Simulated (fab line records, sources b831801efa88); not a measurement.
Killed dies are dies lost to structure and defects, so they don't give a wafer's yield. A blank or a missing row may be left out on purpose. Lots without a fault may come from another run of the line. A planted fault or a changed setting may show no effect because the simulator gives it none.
Which tool did it? | flow sky130 | 14 lots, 42 wafers sampled, at 4 steps of a route of 708

WHAT THE GAUGES READ, wafer by wafer
SKY_FIELD_ISO_THK_MEAS_04. Usual: FIELD_ISO_CVD_03_THK 165.5 nm, standard deviation 1.6.
lot  | measured    | on            | FIELD_ISO_CVD_03_THK (nm) | flag
L834 | day 2 02:07 | film_metro-02 | 162.7 163.1 163.6         |
L835 | day 2 07:10 | film_metro-02 | 166.9 166.5 166.4         |
L836 | day 2 13:01 | film_metro-01 | 167.8 168.5 167.7         |
L837 | day 2 16:10 | film_metro-03 | 168.2 169.1 168.9         |
L839 | day 3 05:15 | film_metro-01 | 166.7 167.4 167.2         |
L840 | day 3 09:17 | film_metro-02 | 165.6 166.5 166.7         |
L841 | day 3 11:04 | film_metro-03 | 166.0 166.7 167.1         |
L844 | day 4 02:16 | film_metro-01 | 165.6 163.5 164.8         |
L845 | day 4 09:17 | film_metro-02 | 163.3 163.1 163.7         |
L847 | day 4 17:28 | film_metro-01 | 166.4 165.8 165.7         |
L848 | day 4 23:49 | film_metro-02 | 168.1 167.6 168.3         |
L849 | day 5 03:18 | film_metro-01 | 163.4 163.5 162.9         |
L850 | day 5 07:30 | film_metro-03 | 164.6 164.2 164.0         |
L854 | day 6 04:40 | film_metro-02 | 165.1 165.0 162.8         |

SKY_FIELD_ISO_CD_MEAS_13: target cd 150 nm. Usual: cd_nm 150.0 nm, standard deviation 1.7.
lot  | measured    | on        | cd_nm (nm)        | flag
L834 | day 2 17:34 | cd_sem-02 | 149.5 149.5 148.0 |
L835 | day 2 23:22 | cd_sem-01 | 148.1 149.3 149.5 |
L836 | day 3 05:12 | cd_sem-01 | 148.8 149.3 148.5 |
L837 | day 3 08:37 | cd_sem-01 | 152.1 151.5 151.4 |
L839 | day 3 21:05 | cd_sem-02 | 151.4 152.2 152.3 |
L840 | day 4 01:45 | cd_sem-02 | 146.1 147.7 147.6 |
L841 | day 4 03:42 | cd_sem-02 | 149.0 148.8 148.3 |
L844 | day 4 19:24 | cd_sem-02 | 149.5 148.8 149.7 |
L845 | day 5 02:02 | cd_sem-02 | 149.6 150.6 150.2 |
L847 | day 5 10:55 | cd_sem-01 | 149.2 147.2 148.2 |
L848 | day 5 18:31 | cd_sem-01 | 152.5 154.4 151.7 |
L849 | day 5 21:52 | cd_sem-02 | 149.0 149.4 149.7 |
L850 | day 6 01:50 | cd_sem-02 | 149.7 149.5 147.8 |
L854 | day 7 00:01 | cd_sem-01 | 150.3 149.2 150.1 |

SKY_NWELL_OVL_MEAS_10. Usual: NWELL_00_OVL 0.1 nm, standard deviation 1.4.
lot  | measured    | on         | NWELL_00_OVL (nm) | flag
L834 | day 5 03:30 | overlay-01 | -1.6 -0.6 -0.2    |
L835 | day 5 07:36 | overlay-01 | 1.3 1.1 1.7       |
L836 | day 5 15:09 | overlay-02 | -0.1 -1.8 -0.4    |
L837 | day 5 20:26 | overlay-02 | 0.9 1.6 2.1       |
L839 | day 6 11:17 | overlay-01 | -0.1 0.5 1.8      |
L840 | day 7 04:36 | overlay-02 | 1.2 1.5 2.0       |
L841 | day 7 04:47 | overlay-01 | 0.9 1.0 -1.0      |
L844 | day 7 13:10 | overlay-01 | -3.3 -1.9 -2.5    |
L845 | day 7 17:46 | overlay-02 | -0.3 -0.6 0.8     |
L847 | day 8 06:26 | overlay-01 | -0.8 -2.1 -2.2    |
L848 | day 8 14:21 | overlay-01 | 0.8 1.6 2.5       |
L849 | day 8 17:17 | overlay-01 | -0.6 -0.4 -0.6    |
L850 | day 8 22:32 | overlay-01 | -1.3 1.4 -0.7     |
L854 | day 9 21:32 | overlay-02 | 1.7 -0.4 2.4      |

WHICH TOOL RAN EACH LOT (tool, then ch and the chambers of the sampled wafers, then the start)
lot  | SKY_FIELD_ISO_ETCH_17
L834 | rie_si-01 ch 0,1,3, day 2 17:52
L835 | rie_si-02 ch 1,2, day 2 23:41
L836 | rie_si-01 ch 1,2,3, day 3 05:31
L837 | rie_si-01 ch 0,1, day 3 08:55
L839 | rie_si-01 ch 0,1,3, day 3 21:23
L840 | rie_si-02 ch 1,2,3, day 4 02:04
L841 | rie_si-01 ch 1,2, day 4 04:01
L844 | rie_si-01 ch 0,2,3, day 4 19:43
L845 | rie_si-01 ch 1,2,3, day 5 02:17
L847 | rie_si-02 ch 0,2,3, day 5 11:13
L848 | rie_si-01 ch 0,1,3, day 5 18:49
L849 | rie_si-02 ch 0,2,3, day 5 22:10
L850 | rie_si-01 ch 0,2, day 6 02:07
L854 | rie_si-01 ch 0,2,3, day 7 00:19
- SKY_FIELD_ISO_ETCH_17: etches Si in HBr/Cl2/O2, target depth 342 nm, time 97.7 s.

WHAT THE TOOLS THEMSELVES READ (means of the sampled wafers that have a number; where no wafer has one, the mark that the record gives instead)
SKY_FIELD_ISO_ETCH_17. Usual: drypump_motor_current_A 5.7 A, standard deviation 0.35; oes_product_au 0.997 a.u., standard deviation 0.0097; run_length_s 126.3 s, standard deviation 0.61; throttle_valve_pct 25.659 %, standard deviation 0.011.
lot  | tool      | drypump_motor_current_A (A) | oes_product_au (a.u.) | run_length_s (s) | throttle_valve_pct (%) | flag
L834 | rie_si-01 | 5.4                         | 1.008                 | 126.1            | 25.656                 |
L835 | rie_si-02 | 5.8                         | 1.000                 | 126.2            | 25.657                 |
L836 | rie_si-01 | 5.4                         | 0.993                 | 126.6            | 25.664                 |
L837 | rie_si-01 | 5.3                         | 1.003                 | 126.2            | 25.645                 |
L839 | rie_si-01 | 5.4                         | 0.999                 | 126.4            | 25.657                 |
L840 | rie_si-02 | 5.9                         | 0.996                 | 126.2            | 25.658                 |
L841 | rie_si-01 | 5.2                         | 0.997                 | 125.9            | 25.670                 |
L844 | rie_si-01 | 5.5                         | 0.993                 | 126.3            | 25.663                 |
L845 | rie_si-01 | 5.4                         | 0.991                 | 126.1            | 25.660                 |
L847 | rie_si-02 | 6.1                         | 1.005                 | 126.6            | 25.660                 |
L848 | rie_si-01 | 5.4                         | 0.993                 | 126.3            | 25.668                 |
L849 | rie_si-02 | 6.1                         | 1.001                 | 126.4            | 25.655                 |
L850 | rie_si-01 | 5.4                         | 0.997                 | 123.8            | 25.662                 | OFF
L854 | rie_si-01 | 5.5                         | 0.990                 | 124.1            | 25.666                 | OFF

THE ANSWER, worked out from the rows above alone
Rule: a lot is off if the mean of its wafers that have a number lies more than 3 standard deviations from the usual mean. A lot without any number at a reading at which 4 lots or more have one is off too. The other lots that the step has rows for count as sound. The gauges are gone through in route order, then the tools' own readings, and for those a lot's mean is taken as printed above. The first step at which some lot is off is used, and at that step the reading that is off furthest; a lot without a number counts as furthest.
Off: L850, L854, at SKY_FIELD_ISO_ETCH_17 (run_length_s).
A tool fits if, at that step or a process step before it, it ran every lot that is off, and no sound lot after the first of them. One fits: rie_si-01 at SKY_FIELD_ISO_ETCH_17. Its last sound lot is L848 (day 5 18:49), its first lot that is off L850 (day 6 02:07): a fault that began between those two fits.
The tool's own readings at SKY_FIELD_ISO_ETCH_17 bear it out: on the lots that are off they differ by more than 5 times the standard deviation of the sound lots' means. run_length_s reads 123.9 s there against 126.3 s on the sound lots.

WHAT THE SIMULATOR HAD PUT IN
Process parameter drift: rie_si-01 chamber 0, from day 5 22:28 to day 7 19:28, at SKY_FIELD_ISO_ETCH_17. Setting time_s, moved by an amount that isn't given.
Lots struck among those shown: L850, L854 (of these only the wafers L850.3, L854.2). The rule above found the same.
